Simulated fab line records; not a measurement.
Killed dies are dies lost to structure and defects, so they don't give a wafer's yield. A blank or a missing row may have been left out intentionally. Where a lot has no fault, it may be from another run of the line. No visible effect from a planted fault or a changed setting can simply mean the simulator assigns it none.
Which tool did it? | flow sky130 | 39 wafers from 13 lots sampled at 3 of the route's 708 steps

## WHAT THE GAUGES SHOWED, per wafer
SKY_VIA2_BOW_MEAS_03. Usual: VIA2_BOW 85 um, standard deviation 7.9.
lot  | measured     | on           | VIA2_BOW (um) | flag
L675 | day 35 12:23 | filmMetro-03 | 84 84 83      | 
L676 | day 36 07:48 | filmMetro-03 | 78 94 75      | 
L678 | day 36 15:46 | filmMetro-04 | 86 87 84      | 
L679 | day 36 21:28 | filmMetro-01 | 85 77 78      | 
L680 | day 37 08:13 | filmMetro-01 | 90 92 75      | 
L681 | day 37 13:11 | filmMetro-04 | 84 95 101     | 
L682 | day 37 17:05 | filmMetro-01 | 77 85 77      | 
L683 | day 38 02:36 | filmMetro-03 | 88 81 92      | 
L684 | day 38 22:59 | filmMetro-03 | 99 82 82      | 
L685 | day 38 23:48 | filmMetro-01 | 87 88 76      | 
L686 | day 39 05:43 | filmMetro-01 | 90 89 86      | 
L694 | day 41 12:08 | filmMetro-03 | 81 86 92      | 
L697 | day 42 08:58 | filmMetro-03 | 80 89 94      | 

SKY_VIA2_CD_MEAS_12 targets a cd of 200 nm. Usual: cdNm 199.8 nm, standard deviation 1.3.
lot  | measured     | on       | cdNm (nm)         | flag
L675 | day 36 14:59 | cdSem-01 | 202.1 203.2 202.4 | 
L676 | day 37 10:18 | cdSem-01 | 200.7 198.8 197.7 | 
L678 | day 37 17:52 | cdSem-02 | 199.8 198.4 202.1 | 
L679 | day 37 23:52 | cdSem-02 | 200.4 199.0 198.8 | 
L680 | day 38 09:34 | cdSem-02 | 203.2 201.5 202.3 | 
L681 | day 38 14:17 | cdSem-01 | 199.5 201.5 201.3 | 
L682 | day 38 18:30 | cdSem-02 | 198.3 198.5 198.0 | 
L683 | day 39 03:35 | cdSem-01 | 199.9 198.0 198.8 | 
L684 | day 39 23:35 | cdSem-02 | 201.1 202.4 200.9 | 
L685 | day 40 00:29 | cdSem-02 | 200.3 199.2 199.6 | 
L686 | day 40 06:39 | cdSem-02 | 197.6 198.0 198.0 | 
L694 | day 42 11:56 | cdSem-02 | 200.2 199.6 199.6 | 
L697 | day 43 08:16 | cdSem-02 | 198.2 197.8 199.2 | 

## EACH LOT AND THE TOOL THAT RAN IT (in order: tool; ch and the chambers of the sampled wafers; start)
lot  | SKY_METAL2_SPUTTER_01
L675 | pvdSputter-04, day 34 07:05
L676 | pvdSputter-03, day 35 04:04
L678 | pvdSputter-03, day 35 11:13
L679 | pvdSputter-01, day 35 16:55
L680 | pvdSputter-01, day 36 04:25
L681 | pvdSputter-01, day 36 08:18
L682 | pvdSputter-01, day 36 13:50
L683 | pvdSputter-03, day 36 23:14
L684 | pvdSputter-03, day 37 19:46
L685 | pvdSputter-03, day 37 21:17
L686 | pvdSputter-03, day 38 03:11
L694 | pvdSputter-03, day 40 10:07
L697 | pvdSputter-03, day 41 05:17
- SKY_METAL2_SPUTTER_01: material TiN, target thk 20 nm, time 16.7 s.

## WHAT THE TOOLS THEMSELVES READ (means of the sampled wafers that have a number; where no wafer has one, the mark that the record gives instead)
SKY_METAL2_SPUTTER_01. Usual: cathodeDcPowerW 6500.0 W, standard deviation 1.2; throttleValvePct 30.4 %, standard deviation 0.94.
lot  | tool          | cathodeDcPowerW (W) | throttleValvePct (%) | flag
L675 | pvdSputter-04 | 6500.2              | 31.8                 | 
L676 | pvdSputter-03 | 6499.8              | 30.2                 | 
L678 | pvdSputter-03 | 6499.7              | 31.1                 | 
L679 | pvdSputter-01 | 6499.5              | 29.1                 | 
L680 | pvdSputter-01 | 6500.3              | 29.3                 | 
L681 | pvdSputter-01 | 6500.7              | 29.9                 | 
L682 | pvdSputter-01 | 6499.8              | 29.5                 | 
L683 | pvdSputter-03 | 6501.1              | 29.8                 | 
L684 | pvdSputter-03 | 6498.9              | 30.5                 | 
L685 | pvdSputter-03 | 6499.4              | 30.4                 | 
L686 | pvdSputter-03 | 6499.2              | 30.9                 | 
L694 | pvdSputter-03 | 6499.8              | 30.4                 | 
L697 | pvdSputter-03 | 6499.7              | 30.0                 | 

## THE ANSWER, worked out from the rows above alone
Rule: lot off if the mean of its wafers having a number is beyond 3 standard deviations from the usual mean. Also off: a lot with no number at a reading for which 4 or more lots have one. All remaining lots with rows at the step are treated as sound. The gauges are gone through in route order, then the tools' own readings, and for those a lot's mean is taken as printed above. At the first step where some lot is off, the reading lying furthest off is the one used; lots without a number count as furthest.
Nothing can be told from this: no lot is off at any reading shown.

## WHAT WAS PUT IN BY THE SIMULATOR
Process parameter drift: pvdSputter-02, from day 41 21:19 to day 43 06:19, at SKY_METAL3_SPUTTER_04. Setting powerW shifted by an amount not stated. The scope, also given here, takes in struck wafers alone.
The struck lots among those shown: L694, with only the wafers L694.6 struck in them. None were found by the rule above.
